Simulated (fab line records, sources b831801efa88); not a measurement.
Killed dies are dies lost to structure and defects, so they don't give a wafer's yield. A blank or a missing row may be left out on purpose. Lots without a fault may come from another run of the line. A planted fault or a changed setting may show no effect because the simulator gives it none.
A struck lot beside a sound one | flow gf180mcu | 14 steps out of a route of 602
Sound: wafers L672.2, L672.4, L672.5. Struck: wafers L681.1, L681.2, L681.3. The cause comes at the end.
At each step with rows: each side's tool, then ch and its chambers, then its first start. Under that, the readings that differ: sound wafers | struck wafers | difference of the means | sigmas: that difference in standard deviations of wafers without a fault.
alike: readings whose means differ by less than 2 such deviations, and words and numbers that are the same on both sides. not compared: withheld readings, readings that some wafer has no value for, bounds like >300 that may hide the same value, and numbers for which the record gives no deviation and whose values overlap.
The two part at a step that has a row with sigmas, a row that says differs or no value, or rows on one side only. Numbers that don't overlap but have no deviation are shown without sigmas and don't part them. A reading that every wafer of one side lacks parts them only if that side has two wafers or more.

GF_V3_THK_MEAS_01:
  sound on film_metro-04, day 23 08:25; struck on film_metro-02, day 26 10:08
  alike: V3_CVD_00_THK
GF_V3_CVD_02: deposits SiO2 from TEOS, target thk 850 nm, time 94.851 s.
  sound on pecvd-04 ch 1,2, day 23 08:28; struck on pecvd-02 ch 0,1,2, day 26 10:12
  alike: heater_power_w
GF_V3_THK_MEAS_03:
  sound on film_metro-01, day 23 08:33; struck on film_metro-02, day 26 10:16
  alike: V3_CVD_02_THK
GF_V3_CMP_04: polishes SiO2.
  sound on cmp-01 ch 1,2,3, day 23 08:42; struck on cmp-01 ch 0,2,3, day 26 10:20
  alike: motor_current_A, time_to_endpoint_s
GF_V3_BOW_MEAS_05:
  sound on film_metro-04, day 23 08:55; struck on film_metro-01, day 26 10:38
  alike: V3_BOW
then, 7 steps without rows for these wafers: GF_V3_DEHYDRATE_06 (time 60 s); GF_V3_HMDS_07 (prime time 60 s); GF_V3_COAT_08; GF_V3_COAT_09 (resist thk 1000 nm); GF_V3_SOFTBAKE_10 (time 60 s); GF_V3_EXPOSE_11 (exposes mask Via3, target cd 260 nm); GF_V3_PEB_12 (peb time 90 s).
GF_V3_DEVELOP_13: develop time 60 s.
  sound on litho_track-03 ch 0, day 24 07:05; struck on litho_track-03, day 27 06:55
  no value came back on the struck wafers for chill_plate_temp_C (C), develop_time_s (s); on the sound wafers chill_plate_temp_C (C) reads 23.17 23.15 23.16
  reading                             | sound             | struck           | difference | sigmas
  model.KrF_of_V3_COAT_09.thk_nm (nm) | 981.3 985.1 982.9 | 999.5 1001 998.9 | +16.7      |
GF_V3_CD_MEAS_14: target cd 260 nm.
  sound on cd_sem-01, day 24 07:14; struck on cd_sem-01, day 27 07:04
  reading    | sound             | struck | difference                    | sigmas
  cd_nm (nm) | 259.3 260.2 259.6 | - - -  | no value on the struck wafers |

WHERE THEY PART
First at GF_V3_DEVELOP_13; last, within this record, at GF_V3_CD_MEAS_14.

WHY: what the simulator had put in
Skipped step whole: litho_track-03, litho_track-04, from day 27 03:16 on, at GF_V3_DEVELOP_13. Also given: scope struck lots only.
